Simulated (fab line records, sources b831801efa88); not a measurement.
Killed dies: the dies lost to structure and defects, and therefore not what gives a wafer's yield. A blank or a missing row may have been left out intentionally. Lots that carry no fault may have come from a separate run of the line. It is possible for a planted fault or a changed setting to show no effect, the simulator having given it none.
Chamber matching + flow gf180mcu + 3 sister chambers for GF_V4_ETCH_16 on rieDiel-01
The step etches BARC in N2/H2. 6 wafers are shown with their chamber, then 6 later ones without.

== WAFERS WITH THEIR CHAMBER ==
| wafer  | chamber | rfFwdPowerW (W) | oesProductAu (a.u.) |
|--------|---------|-----------------|---------------------|
| L078.6 | 0       | 497.7           | 0.860               |
| L080.3 | 0       | 498.1           | 0.864               |
| L080.5 | 2       | 495.7           | 0.854               |
| L080.6 | 3       | 491.1           | 0.842               |
| L081.4 | 3       | 488.7           | 0.863               |
| L081.5 | 2       | 498.9           | 0.860               |

== WAFERS WHOSE CHAMBER IS MISSING ==
| wafer  | rfFwdPowerW (W) | oesProductAu (a.u.) |
|--------|-----------------|---------------------|
| L083.1 | 496.4           | 0.851               |
| L083.3 | 493.2           | 0.862               |
| L083.6 | 495.2           | 0.853               |
| L096.1 | 494.7           | 0.857               |
| L096.2 | 490.0           | 0.853               |
| L096.3 | 495.7           | 0.855               |

== WHICH CHAMBER EACH WENT THROUGH ==
| wafer  | from the rows above          | in truth |
|--------|------------------------------|----------|
| L083.1 | can't be placed: 2 or 0      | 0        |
| L083.3 | can't be placed: 3 or 2 or 0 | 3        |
| L083.6 | can't be placed: 2 or 0 or 3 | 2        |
| L096.1 | can't be placed: 2 or 0 or 3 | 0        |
| L096.2 | 3                            | 3        |
| L096.3 | can't be placed: 2 or 0      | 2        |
Placed correctly: 1 of 6. From these rows, 5 cannot be placed; in 5 the true chamber is one of the candidates. Number placed wrongly: 0.
How it was worked out, from the rows above alone: a wafer's distance from a chamber is the root of the sum, over the readings, of the square of ((its reading less the chamber's mean) divided by the reading's scatter). The wafer belongs to the nearest chamber; if the next one is less than 2 further off, it can't be placed. For every chamber, the mean is computed from those of its wafers that are shown. The scatter: take each reading less its chamber's mean, square it, sum over the shown wafers, divide by the number of wafers less the number of chambers, and take the root.
